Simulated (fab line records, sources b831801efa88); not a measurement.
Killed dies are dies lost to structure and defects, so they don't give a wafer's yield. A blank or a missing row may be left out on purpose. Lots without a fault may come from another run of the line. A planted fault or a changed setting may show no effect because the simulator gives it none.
fab line records | flow sky130 | part 2 of 2: steps 30 to 37 of 37
record lots=5 wafers=15 last_day=49
route steps=708 shown SD_N@344 SD_P@359 RES_XHIGH@360 SALICIDE@361 LI_CONTACT@362
lots that met no fault: from a run of the same line without faults
start_h: hours from the record's first day to the start of the lot's first wafer shown | wait_h: hours since the lot's step before | " the same as in the row above | L1.1+2: a row that stands for several wafers | - no value, or no start given | * or withheld: withheld | < > ~ a bound
route shown NAME@n: a module of which the file shows steps, and the number in the route of the first | usual: mean/standard deviation of fault-free wafers | same: alike in all rows | chamber/n: place in a boat | sites: the reading at each site | _std_site: their standard deviation | _edge_site: outer sites' mean less inner sites' | radius_mm: how far each site lies from the wafer's centre | mask NAME#n: copy n | behind: the tool/chamber that last shaped the wafer | hold: why the lot was held/for how many hours/how that ended | device: the transistor (n, p or np) that didn't switch | end of line: the same wafers' tests at the end of the route | a step without rows: its recipe alone | killed: dies lost to structure and defects at the first sort, not the wafer's yield | map: a wafer's dies, x killed, . not, _ none there
set.NAME: the setting as run; set.NAME@STEP: as run at that earlier step | model.NAME: the simulator's own value behind a step, which no gauge read
lots at some steps of the route; a table a step, a row a wafer
services: from which hour (start_h, from the record's first day; less than 0 if before it) a tool's chamber was out of use, for how many hours, and why
## steps
# step SKY_LI_CONTACT_CD_MEAS_12
# recipe target_cd_nm=170
# usual cd_nm=170.0/1.9
# columns lot.wafer tool chamber start_h wait_h cd_nm
L075.1 cd_sem-02 - 683.72 - 168.9
L075.2 " - " " 169.8
L075.4 " - " " 169.3
L077.2 cd_sem-01 - 699.76 - 170.6
L077.3 " - " " 169.5
L077.5 " - " " 171.5
L081.1 cd_sem-01 - 731.55 - 171.8
L081.2 " - " " 171.5
L081.3 " - " " 170.8
L085.1 cd_sem-02 - 758.64 - 166.7
L085.3 " - " " 166.9
L085.6 " - " " 168.2
L094.1 cd_sem-02 - 835.80 - 171.8
L094.2 " - " " 171.5
L094.3 " - " " 170.7
# step SKY_LI_CONTACT_OVL_MEAS_13
# usual LI_CONTACT_OVL=0/6.4
# columns lot.wafer tool chamber start_h wait_h LI_CONTACT_OVL[nm]
L075.1 overlay-02 - 683.84 0.1 -11
L075.2 " - " " 5
L075.4 " - " " -3
L077.2 overlay-02 - 699.86 0.1 -6
L077.3 " - " " -1
L077.5 " - " " -6
L081.1 overlay-01 - 731.67 0.1 5
L081.2 " - " " -4
L081.3 " - " " 7
L085.1 overlay-02 - 758.76 0.1 3
L085.3 " - " " 5
L085.6 " - " " 11
L094.1 overlay-02 - 835.92 0.1 -10
L094.2 " - " " 4
L094.3 " - " " -5
# step SKY_LI_CONTACT_ETCH_14
# recipe chemistry=N2/H2 target=BARC ion_energy_ev=200 source_w=500 bias_w=100 pressure_mtorr=30 n2_flow_sccm=100 h2_flow_sccm=200 stop_on=SiO2 time_s=45.9 target_depth_a=600
# usual drypump_motor_current_A=5.9/0.53 oes_product_au=0.855/0.0049 throttle_valve_pct=13.225/0.0089
# columns lot.wafer tool chamber start_h wait_h drypump_motor_current_A oes_product_au rf_hours_counter_h throttle_valve_pct
L075.1 rie_diel-03 0 683.88 0.0 5.3 0.865 6 13.222
L075.2 " 3 " " 5.1 0.853 1 13.218
L075.4 " 2 " " 6.0 0.852 36 13.229
L077.2 rie_diel-01 2 699.89 0.0 5.9 0.855 21 13.219
L077.3 " 3 " " 5.0 0.853 5 13.243
L077.5 " 0 " " 5.3 0.859 - 13.240
L081.1 rie_diel-02 0 731.71 0.0 6.1 0.859 35 13.224
L081.2 " 3 " " 6.4 0.856 21 13.220
L081.3 " 2 " " 6.7 0.854 14 13.213
L085.1 rie_diel-03 0 758.79 0.0 5.3 0.862 8 13.220
L085.3 " 1 " " 5.6 0.855 12 13.230
L085.6 " 1 " " 5.6 0.846 - 13.217
L094.1 rie_diel-02 3 835.96 0.0 6.4 0.855 25 13.225
L094.2 " 2 " " 6.7 0.857 17 13.215
L094.3 " 0 " " 6.1 0.856 1 13.220
# step SKY_LI_CONTACT_ETCH_15
# recipe target=PSG chemistry=C4F8/O2/Ar stop_on=Si taper_deg=4.15 mask_material=KrF-thick source_w=1500 bias_w=1200 pressure_mtorr=40 c4f8_flow_sccm=withheld O2_flow_sccm=6 Ar_flow_sccm=300 time_s=withheld target_depth_a=6000
# usual oes_product_au=0.837/0.0047
# columns lot.wafer tool chamber start_h wait_h oes_product_au
L075.1 rie_diel-03 0 683.92 0.0 0.832
L075.2 " 3 " " 0.846
L075.4 " 2 " " 0.838
L077.2 rie_diel-01 2 699.94 0.0 0.831
L077.3 " 3 " " 0.836
L077.5 " 0 " " 0.839
L081.1 rie_diel-02 0 731.75 0.0 0.833
L081.2 " 3 " " 0.844
L081.3 " 2 " " 0.837
L085.1 rie_diel-03 0 758.84 0.0 0.839
L085.3 " 1 " " 0.837
L085.6 " 1 " " 0.840
L094.1 rie_diel-02 3 836.00 0.0 0.837
L094.2 " 2 " " 0.836
L094.3 " 0 " " 0.836
# step SKY_LI_CONTACT_STRIP_16
# recipe chemistry=O2/N2 power_w=1400 pressure_mtorr=1500 platen_temp_c=withheld o2_flow_sccm=3000 n2_flow_sccm=300 overash_fraction=0.5
# usual drypump_motor_current_A=5.6/0.4 oes_product_au=0.375/0.0044 strip_time_to_endpoint_s=3.492/0.027
# same overash_fraction=0.5
# columns lot.wafer tool chamber start_h wait_h drypump_motor_current_A oes_product_au rf_hours_counter_h strip_time_to_endpoint_s
L075.1 plasma_asher-03 1 684.00 - 4.9 0.367 25 3.454
L075.2 " 0 " " 6.3 0.371 25 3.428
L075.4 " 1 " " 4.9 0.377 - 3.511
L077.2 plasma_asher-04 1 700.02 - 5.9 0.377 55 3.469
L077.3 " 0 " " 5.6 0.372 - 3.495
L077.5 " 0 " " 5.6 0.375 - 3.485
L081.1 plasma_asher-04 0 731.84 - 5.6 0.380 58 3.494
L081.2 " 1 " " 5.8 0.377 58 3.443
L081.3 " 1 " " 5.8 0.382 - 3.516
L085.1 plasma_asher-04 1 758.92 - 5.8 0.378 61 3.467
L085.3 " 0 " " 5.6 0.374 - 3.501
L085.6 " 1 " " 5.8 0.373 - 3.500
L094.1 plasma_asher-03 0 836.09 - 6.3 0.372 39 3.468
L094.2 " 1 " " 4.9 0.373 39 3.508
L094.3 " 1 " " 4.9 0.378 - 3.455
# step SKY_LI_CONTACT_CLEAN_17
# recipe chemistry=NMP time_s=600 temp_c=60 dry=n2_spin
# usual bath_guard_temp_C=60.0/0.38 bath_heat_duty_pct=10.7/1.1
# columns lot.wafer tool chamber start_h wait_h bath_guard_temp_C bath_heat_duty_pct
L075.1 wet_bench-02 2 684.10 0.1 60.4 11.3
L075.2 " 2 " " 60.4 11.5
L075.4 " 2 " " 60.6 11.2
L077.2 wet_bench-02 2 700.12 0.1 60.8 11.3
L077.3 " 2 " " 60.5 11.5
L077.5 " 2 " " 60.7 12.0
L081.1 wet_bench-02 3 731.94 0.1 59.4 11.1
L081.2 " 3 " " 59.5 10.2
L081.3 " 3 " " 60.0 10.5
L085.1 wet_bench-03 2 759.02 0.1 60.0 9.4
L085.3 " 2 " " 60.3 9.2
L085.6 " 2 " " 60.2 8.0
L094.1 wet_bench-01 1 836.19 0.1 60.2 9.7
L094.2 " 1 " " 60.3 11.8
L094.3 " 1 " " 60.3 9.8
# step SKY_LI_CONTACT_PRE_CLEAN_18
# recipe gas=Ar time_s=5.6 bias_v=358
# columns lot.wafer tool chamber start_h wait_h
L075.1+2+4 pvd_sputter-02 - 684.28 0.0
L077.2+3+5 pvd_sputter-03 - 700.33 0.0
L081.1+2+3 pvd_sputter-02 - 732.35 0.0
L085.1+3+6 pvd_sputter-03 - 759.20 0.0
L094.1+2+3 pvd_sputter-03 - 836.36 0.0
# step SKY_LI_CONTACT_SPUTTER_19
# recipe material=Ti target_thk_nm=20 chamber_pressure_pa=5 power_w=2500 substrate_temp_c=200 time_s=106.37
# usual chamber_pressure_pa=5.000/0.011 throttle_valve_pct=29.9/0.86
# columns lot.wafer tool chamber start_h wait_h chamber_pressure_pa throttle_valve_pct
L075.1 pvd_sputter-02 - 684.30 0.0 4.991 29.5
L075.2 " - " " 4.992 31.2
L075.4 " - " " 4.986 29.6
L077.2 pvd_sputter-03 - 700.35 0.0 4.987 30.1
L077.3 " - " " 4.990 29.4
L077.5 " - " " 4.993 30.1
L081.1 pvd_sputter-02 - 732.37 0.0 4.989 29.4
L081.2 " - " " 4.989 29.6
L081.3 " - " " 5.018 31.5
L085.1 pvd_sputter-03 - 759.22 0.0 4.997 29.6
L085.3 " - " " 5.006 30.0
L085.6 " - " " 4.988 29.3
L094.1 pvd_sputter-03 - 836.38 0.0 5.007 29.7
L094.2 " - " " 4.990 30.1
L094.3 " - " " 5.015 29.5
## services
# columns tool chamber start_h hours kind
hdpcvd-01 - 639.30 1.5 repair
cmp-02 - 642.83 1.9 repair
implanter-04 - 646.51 3.5 pm
rie_diel-02 3 652.25 31.3 repair
rie_diel-03 - 661.51 2.8 pm
rie_diel-03 - 670.20 2.0 repair
rie_diel-03 - 670.23 0.6 repair
rie_diel-02 - 670.35 0.5 repair
rie_diel-02 - 673.76 2.2 repair
rie_diel-02 0 688.76 24.9 repair
rie_diel-03 0 689.35 6.7 repair
rie_diel-03 3 694.04 31.4 repair
implanter-04 - 731.90 1.4 repair
rie_diel-03 1 736.12 4.1 repair
implanter-04 - 736.42 1.0 repair
rie_diel-03 3 737.14 10.1 repair
implanter-04 - 743.80 0.7 repair
plasma_asher-03 - 747.25 0.9 repair
rie_diel-03 3 749.98 9.4 repair
rie_diel-03 0 796.26 2.4 repair
rie_diel-03 2 796.66 3.0 repair
pvd_sputter-03 - 814.00 2.4 repair
pvd_sputter-02 - 817.22 33.4 repair
rie_diel-02 1 835.82 3.7 repair
